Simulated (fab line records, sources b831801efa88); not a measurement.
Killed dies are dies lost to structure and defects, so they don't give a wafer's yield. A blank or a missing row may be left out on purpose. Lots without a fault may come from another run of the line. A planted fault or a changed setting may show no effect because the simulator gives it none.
Chamber matching | flow gf180mcu | GF_V5_CMP_26 on cmp-02: 4 sister chambers
The step polishes, stops on SiO2, t overpolish 15 s, target thk 0 nm. 4 wafers are shown with their chamber, then 10 later ones without.

WAFERS WITH THEIR CHAMBER
wafer  | chamber | motor_current_A (A)
L489.2 | 0       | 10.1
L489.4 | 3       | 11.8
L490.1 | 1       | 8.9
L490.2 | 2       | 11.1

WAFERS WITHOUT THEIR CHAMBER
wafer  | motor_current_A (A)
L490.6 | 11.9
L492.2 | 11.3
L492.5 | 9.0
L492.6 | 10.5
L501.1 | 10.1
L501.3 | 9.3
L501.5 | 9.9
L502.1 | 10.5
L502.3 | 10.9
L502.5 | 10.2

WHICH CHAMBER EACH WENT THROUGH
wafer  | from the rows above     | in truth
L490.6 | 3                       | 3
L492.2 | can't be placed: 2 or 3 | 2
L492.5 | 1                       | 1
L492.6 | can't be placed: 0 or 2 | 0
L501.1 | 0                       | 0
L501.3 | can't be placed: 1 or 0 | 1
L501.5 | 0                       | 0
L502.1 | can't be placed: 0 or 2 | 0
L502.3 | 2                       | 2
L502.5 | 0                       | 0
Placed correctly: 6 of 10. Can't be placed from these rows: 4 (the true chamber is among the candidates in 4). Placed wrongly: 0.
How it was worked out, from the rows above alone: a wafer's distance from a chamber is the root of the sum, over the readings, of the square of ((its reading less the chamber's mean) divided by the reading's scatter). The wafer belongs to the nearest chamber; if the next one is less than 2 further off, it can't be placed. A chamber's mean is the mean of its shown wafers. The scatter: with one shown wafer a chamber, the root of the mean of the squares of how far each hidden wafer lies from its nearest shown one.
